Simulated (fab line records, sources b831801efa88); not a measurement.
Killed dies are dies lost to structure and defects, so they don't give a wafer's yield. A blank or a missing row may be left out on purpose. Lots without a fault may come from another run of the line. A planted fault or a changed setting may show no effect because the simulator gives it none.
A struck lot beside a sound one | flow sky130 | 34 steps out of a route of 708
Sound: wafers L288.1, L288.2, L288.6. Struck: wafers L294.1, L294.4, L294.5. The cause comes at the end.
At each step with rows: each side's tool, then ch and its chambers, then its first start. Under that, the readings that differ: sound wafers | struck wafers | difference of the means | sigmas: that difference in standard deviations of wafers without a fault.
alike: readings whose means differ by less than 2 such deviations, and words and numbers that are the same on both sides. not compared: withheld readings, readings that some wafer has no value for, bounds like >300 that may hide the same value, and numbers for which the record gives no deviation and whose values overlap.
The two part at a step that has a row with sigmas, a row that says differs or no value, or rows on one side only. Numbers that don't overlap but have no deviation are shown without sigmas and don't part them. A reading that every wafer of one side lacks parts them only if that side has two wafers or more.

first, 6 steps without rows for these wafers: SKY_METAL5_HMDS_08 (prime time 60 s); SKY_METAL5_COAT_09 (resist thk 1800 nm); SKY_METAL5_SOFTBAKE_10 (time 60 s); SKY_METAL5_EXPOSE_11 (exposes mask MM5, target cd 1600 nm); SKY_METAL5_PEB_12; SKY_METAL5_DEVELOP_13 (develop time 60 s).
SKY_METAL5_DESCUM_14: chemistry O2, time 11 s.
  sound on rie_metal-02 ch 0,1, day 45 04:44; struck on rie_metal-01 ch 0,1, day 47 04:29
  alike: chamber_pressure_mTorr, drypump_motor_current_A, he_backside_leak_sccm, oes_product_au
  not compared: rf_hours_counter_h
SKY_METAL5_METAL_ETCH_15: etches the open film in Cl2/BCl3, stops on SiO2, target depth 1260 nm, time 252 s.
  sound on rie_metal-02 ch 0,1, day 45 04:47; struck on rie_metal-01 ch 0,1, day 47 04:31
  alike: chamber_pressure_mTorr, drypump_motor_current_A, he_backside_leak_sccm, oes_product_au, throttle_valve_pct
  not compared: rf_hours_counter_h
SKY_METAL5_STRIP_16: strips in O2/N2.
  sound on plasma_asher-01 ch 0,1, day 45 05:06; struck on plasma_asher-03 ch 0,1, day 47 04:46
  alike: chamber_pressure_mTorr, drypump_motor_current_A, oes_product_au, strip_time_to_endpoint_s
  not compared: rf_hours_counter_h
then, 3 steps without rows for these wafers: SKY_METAL5_STRIP_17 (strips in post etch residue remover, time 1200 s); SKY_METAL5_CLEAN_18 (cleans in IPA, time 180 s); SKY_METAL5_CLEAN_19 (cleans in O3/DIW).
SKY_PASSIVATION_CVD_00: deposits SiO2, target thk 90 nm.
  sound on pecvd-03 ch 1,2, day 45 05:42; struck on pecvd-01 ch 0,1, day 47 05:21
  reading                                      | sound             | struck            | difference | sigmas
  model.SiO2_of_PASSIVATION_CVD_00.thk_nm (nm) | 88.47 88.48 90.35 | 142.4 143.6 144.9 | +54.5      |
  alike: heater_power_w
SKY_PASSIVATION_THK_MEAS_01:
  sound on film_metro-03, day 45 05:53; struck on film_metro-04, day 47 05:22
  reading                     | sound          | struck            | difference | sigmas
  PASSIVATION_CVD_00_THK (nm) | 88.4 88.6 90.2 | 142.3 143.7 144.8 | +54.5      | +50
then, 1 step without rows for these wafers: SKY_PASSIVATION_CVD_02 (deposits Si3N4, target thk 540 nm).
SKY_PASSIVATION_THK_MEAS_03:
  sound on film_metro-04, day 45 06:10; struck on film_metro-04, day 47 05:40
  alike: PASSIVATION_CVD_02_THK
then, 7 steps without rows for these wafers: SKY_PASSIVATION_DEHYDRATE_04 (time 60 s); SKY_PASSIVATION_HMDS_05 (prime time 60 s); SKY_PASSIVATION_COAT_06 (resist thk 3000 nm); SKY_PASSIVATION_SOFTBAKE_07; SKY_PASSIVATION_EXPOSE_08 (exposes mask NSM, target cd 3000 nm); SKY_PASSIVATION_PEB_09; SKY_PASSIVATION_DEVELOP_10 (develop time 60 s).
SKY_PASSIVATION_ETCH_11: etches the open film in CF4/O2, stops on AlCu, target depth 725 nm, time 161.1 s.
  sound on rie_diel-01 ch 0,2,3, day 46 03:11; struck on rie_diel-01 ch 0,3, day 48 01:14
  alike: chamber_pressure_mTorr, drypump_motor_current_A, oes_product_au, throttle_valve_pct
  not compared: rf_hours_counter_h, model.etch.depth_nm, model.PASSIVATION.feature_depth_nm
SKY_PASSIVATION_STRIP_12: strips in O2/N2.
  sound on plasma_asher-03 ch 0,1, day 46 03:17; struck on plasma_asher-04 ch 1, day 48 01:20
  alike: chamber_pressure_mTorr, drypump_motor_current_A, oes_product_au, strip_time_to_endpoint_s
  not compared: rf_hours_counter_h
then, 7 steps without rows for these wafers: SKY_PAD_OPEN_DEHYDRATE_00 (time 60 s); SKY_PAD_OPEN_HMDS_01 (prime time 60 s); SKY_PAD_OPEN_COAT_02 (resist thk 3000 nm); SKY_PAD_OPEN_SOFTBAKE_03; SKY_PAD_OPEN_EXPOSE_04 (exposes mask PDM, target cd 60000 nm); SKY_PAD_OPEN_PEB_05; SKY_PAD_OPEN_DEVELOP_06 (develop time 60 s).
SKY_PAD_OPEN_ETCH_07: etches the open film in CF4/O2, stops on AlCu, target depth 725 nm, time 161.1 s.
  sound on rie_diel-04 ch 0,2, day 46 23:56; struck on rie_diel-04 ch 0,2, day 48 19:59
  alike: chamber_pressure_mTorr, drypump_motor_current_A, oes_product_au, throttle_valve_pct
  not compared: rf_hours_counter_h, model.etch.depth_nm, model.PAD_OPEN.feature_depth_nm
SKY_PAD_OPEN_STRIP_08: strips in O2/N2.
  sound on plasma_asher-04 ch 0,1, day 47 00:03; struck on plasma_asher-02 ch 0, day 48 20:05
  reading                      | sound             | struck            | difference | sigmas
  strip_time_to_endpoint_s (s) | 36.86 36.90 36.82 | 37.05 37.13 37.10 | +0.23      | +2
  alike: chamber_pressure_mTorr, drypump_motor_current_A, oes_product_au
  not compared: rf_hours_counter_h

WHERE THEY PART
First at SKY_PASSIVATION_THK_MEAS_01; last, within this record, at SKY_PAD_OPEN_STRIP_08.

WHY: what the simulator had put in
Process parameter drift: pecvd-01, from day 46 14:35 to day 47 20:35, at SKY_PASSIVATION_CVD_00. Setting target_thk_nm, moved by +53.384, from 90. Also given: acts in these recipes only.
